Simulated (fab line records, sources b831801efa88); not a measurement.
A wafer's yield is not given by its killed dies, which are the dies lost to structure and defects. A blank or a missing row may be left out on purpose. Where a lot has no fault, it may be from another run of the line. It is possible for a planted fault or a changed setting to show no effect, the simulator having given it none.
Struck lot and sound lot, side by side    flow sky130    15 out of 708 route steps
Sound: the wafers L800.2, L800.5, L800.6. Struck: wafers L807.1, L807.2, L807.3. Last of all comes the cause.
Per side, at each step with rows, come the tool, then ch with its chambers, and then its first start. Under that, the readings that differ: sound wafers    struck wafers    difference of the means    sigmas: that difference in standard deviations of wafers without a fault.
alike: readings with means less than 2 such deviations apart, plus words and numbers identical on both sides. not compared: withheld readings, readings lacking a value on some wafer, bounds such as >300 that could conceal the same value, and numbers that have no deviation in the record and whose values overlap.
The two part at a step that has a row with sigmas, a row that says differs or no value, or rows on one side only. Numbers that have no deviation but don't overlap get no sigmas and don't part them. A reading that every wafer of one side lacks parts them only if that side has two wafers or more.

first, 5 steps without rows for these wafers: SKY_LDD_N_COAT_02 (resist thk 300 nm); SKY_LDD_N_SOFTBAKE_03 (time 60 s); SKY_LDD_N_EXPOSE_04 (exposes mask NTM, target cd 840 nm); SKY_LDD_N_PEB_05; SKY_LDD_N_DEVELOP_06 (develop time 60 s).
SKY_LDD_N_OVL_MEAS_07:
  sound on overlay-01 at day 18 02:05; struck on overlay-02 at day 21 04:31
  alike: LDD_N_OVL
then, 6 steps without rows for these wafers: SKY_LDD_N_IMPLANT_08; SKY_LDD_N_IMPLANT_09; SKY_LDD_N_IMPLANT_10; SKY_LDD_N_IMPLANT_11; SKY_LDD_N_IMPLANT_12; SKY_LDD_N_IMPLANT_13.
SKY_LDD_N_IMPLANT_14:
  sound on implanter-03 ch 0, day 18 03:02; struck on implanter-04 ch 0, day 21 05:28
reading                    sound              struck             difference  sigmas
implant ion amu            49 49 49           11 11 11           -38         
model.implant.rp nm (nm)   32.38 32.38 32.38  144.2 144.2 144.2  +111.8      
model.implant.drp nm (nm)  18.83 18.83 18.83  60.76 60.76 60.76  +41.93      
  alike: dose ions cm2
following that, these wafers have no rows for 1 step: SKY_LDD_N_IMPLANT_15.
-- record jumps: 27 days separate the struck wafers' starts on either side; left off in module LDD_N, taken up again in module PAD_OPEN, whose first shown step is the route's number 708 --
SKY_PAD_OPEN_PROBE_99:
  sound on prober-01 at day 46 05:38; struck on prober-02 at day 47 22:47
reading                                           sound                 struck                difference  sigmas
killed open                                       37 39 49              58 55 59              +16         +2
model.etest.tip p.rs ohm sq                       6975 6905 6951        6569 6691 6629        -314        
model.etest.tip_n_5v.rs ohm sq                    1352 1365 1367        1442 1446 1453        +86         
model.etest.tip n.rs ohm sq                       444.6 444.8 440.2     436.6 433.3 435.3     -8.1        
model.etest.diode ndiff pwell.leak log10 a cm2    -7.231 -7.276 -7.392  -6.298 -6.086 -6.433  +1.027      
model.etest.diode ndiff fingers.leak log10 a cm2  -6.713 -6.633 -6.581  -6.138 -6.179 -6.188  +0.474      
model.etest.nfet_01v8_swapped.off log10 a um      -13.37 -13.36 -13.36  -12.98 -13.02 -13.12  +0.32       
model.etest.nfet_01v8_turned.off log10 a um       -13.46 -13.35 -13.44  -13.16 -12.95 -13.2   +0.31       
  alike: killed_at_M0_to_M3, killed_at_M4_up, killed at contacts, killed at front end, killed at other, killed dies, killed short
  not compared: model.etest.tip_p_5v.rs ohm sq

## WHERE THEY PART
Only at SKY_PAD_OPEN_PROBE_99, within this record.

WHY: the cause the simulator had injected
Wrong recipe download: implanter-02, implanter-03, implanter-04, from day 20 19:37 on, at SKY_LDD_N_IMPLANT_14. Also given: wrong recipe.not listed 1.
